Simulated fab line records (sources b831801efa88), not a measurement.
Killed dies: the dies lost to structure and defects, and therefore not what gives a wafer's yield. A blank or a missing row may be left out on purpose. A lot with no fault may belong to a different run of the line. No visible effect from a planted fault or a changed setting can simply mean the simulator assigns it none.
Struck lot and sound lot, side by side || flow sfq line || 18 out of 325 route steps
Sound: the wafers L450.1, L450.3, L450.4. Wafers L463.3, L463.4, L463.5 were the ones struck. The cause is named last.
For every step that has rows: the tool of each side, followed by ch and its chambers, followed by its first start. Under that, the readings that differ: sound wafers || struck wafers || difference of the means || sigmas: that difference in standard deviations of wafers without a fault.
alike: a reading whose means differ by less than 2 such deviations, as well as words and numbers matching on both sides. not compared: withheld readings; readings where some wafer has no value; bounds like >300 that might hide an equal value; numbers whose values overlap and for which the record gives no deviation.
Wherever a step has rows on one side only, a row that says differs or no value, or a row with sigmas, the two part there. Non-overlapping numbers with no deviation appear without sigmas and do not part them. A reading missing from all wafers of one side parts the sides only when that side holds two or more wafers.

first, 1 step without rows for these wafers: SFQ_TRILAYER_JJ_CE_LITHO_DEVELOP_116 (time 60 s).
SFQ_JJ_OVL_MEAS_931:
  sound on overlay-02 at day 51 11:31; struck on overlay-01 at day 56 22:45
  alike: J5_OVL
SFQ_TRILAYER_JJ_CE_METRO_MEASURE_117:
  sound on cd sem-01 at day 51 11:33; struck on cd sem-01 at day 56 23:10
  alike: cd nm
SFQ_TRILAYER_JJ_CE_BARC_OPEN_RIE_150: chemistry O2, target BARC, target depth 240 nm, time 80 s.
  sound on rie metal-04 ch 0,1, day 51 12:45; struck on rie metal-02 ch 0,1, day 57 00:00
  alike: drypump motor current A, oes product au
  not compared: rf hours counter h
SFQ_TRILAYER_JJ_CE_ETCH_RIE_118: chemistry SF6, target Nb, stops on Al2O3, time 97.7 s, target depth 170 nm.
  sound on rie metal-04 ch 0,1, day 51 12:51; struck on rie metal-02 ch 0,1, day 57 00:06
  alike: drypump motor current A, oes product au
  not compared: rf hours counter h
following that, these wafers have no rows for 1 step: SFQ_TRILAYER_JJ_ANODIZE_ANODIZE_119.
SFQ_TRILAYER_JJ_CE_STRIP_STRIP_120: strips in O2.
  sound on rie metal-04 ch 0,1, day 51 13:27; struck on rie metal-02 ch 0,1, day 57 00:52
  alike: drypump motor current A, oes product au
  not compared: rf hours counter h
then, 5 steps without rows for these wafers: SFQ_TRILAYER_JJ_CE_STRIP_SOLV_CLEAN_121 (cleans in NMP, time 600 s); SFQ_TRILAYER_M5_LITHO_COAT_128 (resist thk 62 nm); SFQ_TRILAYER_M5_LITHO_COAT_123 (resist thk 600 nm); SFQ_TRILAYER_M5_LITHO_SOFTBAKE_127; SFQ_TRILAYER_M5_LITHO_EXPOSE_124 (exposes mask M5, target cd 700 nm).
SFQ_TRILAYER_M5_LITHO_PEB_126: peb time 60 s.
  sound on litho track-03 ch 0, day 51 20:07; struck on litho track-03 ch 0, day 57 03:27
then, 1 step without rows for these wafers: SFQ_TRILAYER_M5_LITHO_DEVELOP_125 (time 60 s).
SFQ_M5_OVL_MEAS_932:
  sound on overlay-01 at day 51 20:25; struck on overlay-01 at day 57 03:43
{"reading": "M5_OVL (nm)", "sound": "-9 -2 -1", "struck": "6 10 19", "difference": "+16", "sigmas": "+3"}
SFQ_TRILAYER_M5_BARC_OPEN_METAL_ETCH_161: etches BARC in O2, target depth 125 nm, time 41.7 s.
  sound on rie metal-02 ch 0,1, day 51 20:26; struck on rie metal-03 ch 0,1, day 57 03:45
{"reading": "model.M5.cd nm (nm)", "sound": "701.3 700.5 701.8", "struck": "689.8 690.2 690.7", "difference": -11.0, "sigmas": ""}
  alike: drypump motor current A, oes product au
  not compared: rf hours counter h
SFQ_TRILAYER_M5_ETCH_METAL_ETCH_126: etches Nb in Cl2/BCl3, stops on SiO2, time 203.2 s, target depth 265 nm.
  sound on rie metal-02 ch 0,1, day 51 20:30; struck on rie metal-03 ch 0,1, day 57 03:52
{"reading": "model.M5.cd nm (nm)", "sound": "699.8 699.1 700.2", "struck": "689.6 688.3 690.4", "difference": -10.3, "sigmas": ""}
  alike: drypump motor current A, oes product au
  not compared: rf hours counter h
SFQ_TRILAYER_M5_STRIP_STRIP_127: strips in O2.
  sound on rie metal-02 ch 0,1, day 51 20:42; struck on rie metal-03 ch 0,1, day 57 04:11
{"reading": "oes product au (a.u.)", "sound": "0.994 0.982 0.996", "struck": "1.013 1.012 1.008", "difference": "+0.020", "sigmas": "+2"}
  alike: drypump motor current A
  not compared: rf hours counter h

WHERE THEY PART
Last at SFQ_TRILAYER_M5_STRIP_STRIP_127 as far as this record goes, first at SFQ_M5_OVL_MEAS_932.

WHY: whatever the simulator had introduced
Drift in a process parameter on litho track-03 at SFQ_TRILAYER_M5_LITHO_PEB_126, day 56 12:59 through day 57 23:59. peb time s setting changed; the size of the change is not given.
